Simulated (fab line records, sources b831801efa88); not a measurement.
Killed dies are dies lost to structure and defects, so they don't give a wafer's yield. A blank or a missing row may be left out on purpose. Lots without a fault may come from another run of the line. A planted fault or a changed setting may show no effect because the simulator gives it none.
One fault seen from 2 desks | flow sky130 | each desk has only its own numbers; what lay behind them comes last

THE METROLOGY DESK
What the gauges read, lot by lot, whatever tool the lot ran on: means of the sampled wafers that have a number. A lot is out of limits, marked OUT, if its mean lies more than 4 standard deviations from the usual mean; the brackets give that distance.
Columns: A = cd_nm at SKY_VIA2_CD_MEAS_12, usual 199.6 nm; B = VIA2_W_RS at SKY_VIA2_RS_MEAS_22, usual 0.2747 ohm/sq
lot  | first seen here | A     | B
L159 | day 36 10:21    | 200.5 | 0.2787
L160 | day 36 19:08    | 199.2 | 0.2736
L162 | day 37 15:26    | 199.3 | 0.2766
L166 | day 38 13:01    | 200.8 | 0.2739
L165 | day 38 15:56    | 200.6 | 0.2758
L167 | day 39 02:49    | 199.6 | 0.2743
L174 | day 42 02:39    | 199.5 | 0.2719
L177 | day 42 06:07    | 199.7 | 0.2782
L178 | day 42 09:39    | 200.7 | 0.2755
L176 | day 42 13:14    | 197.4 | 0.2754
L179 | day 42 16:17    | 201.2 | 0.2714
L180 | day 43 00:07    | 202.4 | 0.2718
This desk's finding: nothing out of limits on any of the 12 lots.

THE TOOL OWNER'S DESK: rie_diel-01
The tool's own readings at SKY_VIA2_ETCH_14 (etches BARC in N2/H2, stops on SiO2, time 45.9 s, target depth 60 nm): means of the sampled wafers that have a number, for each lot that ran on this tool. A lot is out of limits, marked OUT, if its mean lies more than 4 standard deviations from the usual mean; the brackets give that distance.
Columns: A = bias_w at SKY_VIA2_ETCH_14, usual 100.0 W; B = drypump_motor_current_A at SKY_VIA2_ETCH_14, usual 5.8 A; C = h2_flow_sccm at SKY_VIA2_ETCH_14, usual 200.0 sccm; D = oes_product_au at SKY_VIA2_ETCH_14, usual 0.854 a.u.; E = throttle_valve_pct at SKY_VIA2_ETCH_14, usual 13.224 %
lot  | first seen here | A              | B   | C     | D     | E
L159 | day 36 10:31    | 100.1          | 5.7 | 199.3 | 0.856 | 13.221
L160 | day 36 19:15    | 99.9           | 6.4 | 199.9 | 0.853 | 13.222
L162 | day 37 15:36    | 100.0          | 6.2 | 199.0 | 0.855 | 13.222
L165 | day 38 16:06    | 100.2          | 6.0 | 200.0 | 0.855 | 13.226
L174 | day 42 02:45    | 77.5 (-75) OUT | 5.7 | 200.3 | 0.855 | 13.233
L176 | day 42 13:21    | 77.5 (-75) OUT | 6.1 | 200.2 | 0.855 | 13.222
This desk's finding: out of limits on L174, L176; first on L174, day 42 02:45 (bias_w at SKY_VIA2_ETCH_14). In limits: L159, L160, L162, L165.

PUT TOGETHER
The tool owner's desk could have raised an alarm at day 42 02:45, on L174, L176.
The metrology desk saw nothing out of limits.
The metrology desk has L174, L176 on record, within its limits.
Of the lots named, all ran SKY_VIA2_ETCH_14 on rie_diel-01.

WHAT THE SIMULATOR HAD PUT IN
Process parameter drift: rie_diel-01, from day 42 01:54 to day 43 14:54, at SKY_VIA2_ETCH_14. Setting bias_w, moved by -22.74, from 100. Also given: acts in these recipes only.
Lots struck among those shown: L174, L176.
Hours from the fault's start to each desk's first reading out of limits: the tool owner's desk, 1.
